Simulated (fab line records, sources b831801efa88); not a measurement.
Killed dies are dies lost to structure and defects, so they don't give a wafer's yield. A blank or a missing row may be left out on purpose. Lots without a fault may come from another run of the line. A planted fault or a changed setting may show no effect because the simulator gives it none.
Which tool did it? | flow sky130 | 13 lots, 39 wafers sampled, at 3 steps of a route of 708

WHAT THE GAUGES READ, wafer by wafer
SKY_CAP2M_OVL_MEAS_12.
lot  | measured     | on         | CAP2M_OVL (nm)
L601 | day 40 22:29 | overlay-02 | 0.0 -0.8 -2.9
L602 | day 41 08:24 | overlay-01 | -2.2 -1.6 -0.6
L605 | day 42 04:41 | overlay-01 | -1.4 -1.3 0.7
L606 | day 42 07:32 | overlay-01 | -0.1 -0.6 -0.9
L608 | day 42 21:53 | overlay-02 | -1.3 -0.5 -0.4
L609 | day 43 09:50 | overlay-01 | 0.3 0.7 1.1
L610 | day 43 15:23 | overlay-02 | -1.9 -2.4 -3.3
L611 | day 43 19:25 | overlay-01 | 0.5 -0.3 -1.9
L613 | day 44 07:46 | overlay-02 | -2.2 -1.3 -0.7
L614 | day 44 15:11 | overlay-02 | -2.7 -1.3 -2.1
L616 | day 45 04:50 | overlay-01 | 0.2 1.1 1.8
L619 | day 45 21:26 | overlay-01 | 0.5 0.5 0.2
L624 | day 47 06:28 | overlay-01 | -2.3 -1.6 -1.4

SKY_VIA4_THK_MEAS_01.
lot  | measured     | on            | VIA4_HDPCVD_THK (nm)
L601 | day 41 23:53 | film_metro-01 | 1746 1764 1799
L602 | day 42 10:16 | film_metro-01 | 1711 1734 1781
L605 | day 43 06:25 | film_metro-02 | 1762 1743 1762
L606 | day 43 08:53 | film_metro-02 | 1759 1726 1745
L608 | day 43 22:53 | film_metro-02 | 1759 1729 1769
L609 | day 44 10:07 | film_metro-01 | 1734 1743 1733
L610 | day 44 16:22 | film_metro-02 | 1714 1702 1709
L611 | day 44 19:52 | film_metro-02 | 1723 1723 1688
L613 | day 45 07:41 | film_metro-01 | 1778 1728 1782
L614 | day 45 15:06 | film_metro-01 | 1761 1777 1782
L616 | day 46 03:21 | film_metro-02 | 1734 1729 1755
L619 | day 46 19:47 | film_metro-02 | 1721 1733 1698
L624 | day 48 03:30 | film_metro-02 | 1716 1753 1746

WHICH TOOL RAN EACH LOT (tool, then ch and the chambers of the sampled wafers, then the start)
lot  | SKY_POLY_CUT_STRIP_12
L601 | plasma_asher-02 ch 0,1, day 24 10:07
L602 | plasma_asher-04 ch 0,1, day 24 21:21
L605 | plasma_asher-02 ch 0,1, day 25 22:46
L606 | plasma_asher-04 ch 0,1, day 26 02:13
L608 | plasma_asher-03 ch 0,1, day 26 20:22
L609 | plasma_asher-03 ch 0,1, day 27 09:28
L610 | plasma_asher-02 ch 0,1, day 27 15:13
L611 | plasma_asher-03 ch 0,1, day 27 22:25
L613 | plasma_asher-03 ch 0,1, day 28 16:13
L614 | plasma_asher-03 ch 0,1, day 28 21:25
L616 | plasma_asher-03 ch 0,1, day 29 15:45
L619 | plasma_asher-03 ch 0,1, day 30 17:25
L624 | plasma_asher-02 ch 0,1, day 32 10:04
- SKY_POLY_CUT_STRIP_12: strips in O2/N2.

WHAT THE TOOLS THEMSELVES READ (means of the sampled wafers that have a number; where no wafer has one, the mark that the record gives instead)
SKY_POLY_CUT_STRIP_12.
lot  | tool            | drypump_motor_current_A (A) | oes_product_au (a.u.) | strip_time_to_endpoint_s (s)
L601 | plasma_asher-02 | 5.8                         | 0.450                 | 5.359
L602 | plasma_asher-04 | 5.2                         | 0.455                 | 5.349
L605 | plasma_asher-02 | 5.8                         | 0.451                 | 5.346
L606 | plasma_asher-04 | 5.1                         | 0.452                 | 5.353
L608 | plasma_asher-03 | 5.4                         | 0.454                 | 5.359
L609 | plasma_asher-03 | 5.5                         | 0.455                 | 5.347
L610 | plasma_asher-02 | 5.8                         | 0.455                 | 5.371
L611 | plasma_asher-03 | 5.4                         | 0.454                 | 5.374
L613 | plasma_asher-03 | 5.9                         | 0.451                 | 5.363
L614 | plasma_asher-03 | 5.4                         | 0.452                 | 5.361
L616 | plasma_asher-03 | 5.4                         | 0.453                 | 5.372
L619 | plasma_asher-03 | 6.0                         | 0.455                 | 5.358
L624 | plasma_asher-02 | 5.8                         | 0.450                 | 5.319

THE ANSWER, worked out from the rows above alone
Rule: what is usual is taken from the lots themselves. Put in order of their means at a reading, lots are off if they are a third of the lots or fewer, leave a main group of 4 or more, and stand apart from it by a gap of 3 or more times the standard deviation of the main group's means; of several such gaps the widest counts. A main group whose means are all the same, to the digits that the tables above print for the reading, isn't used. A lot without any number at a reading at which 4 lots or more have one is off too. The other lots that the step has rows for count as sound. The gauges are gone through in route order, then the tools' own readings, and for those a lot's mean is taken as printed above. The first step at which some lot is off is used, and at that step the reading that is off furthest; a lot without a number counts as furthest.
No lot is off at any reading shown: from this, nothing can be told.

WHAT THE SIMULATOR HAD PUT IN
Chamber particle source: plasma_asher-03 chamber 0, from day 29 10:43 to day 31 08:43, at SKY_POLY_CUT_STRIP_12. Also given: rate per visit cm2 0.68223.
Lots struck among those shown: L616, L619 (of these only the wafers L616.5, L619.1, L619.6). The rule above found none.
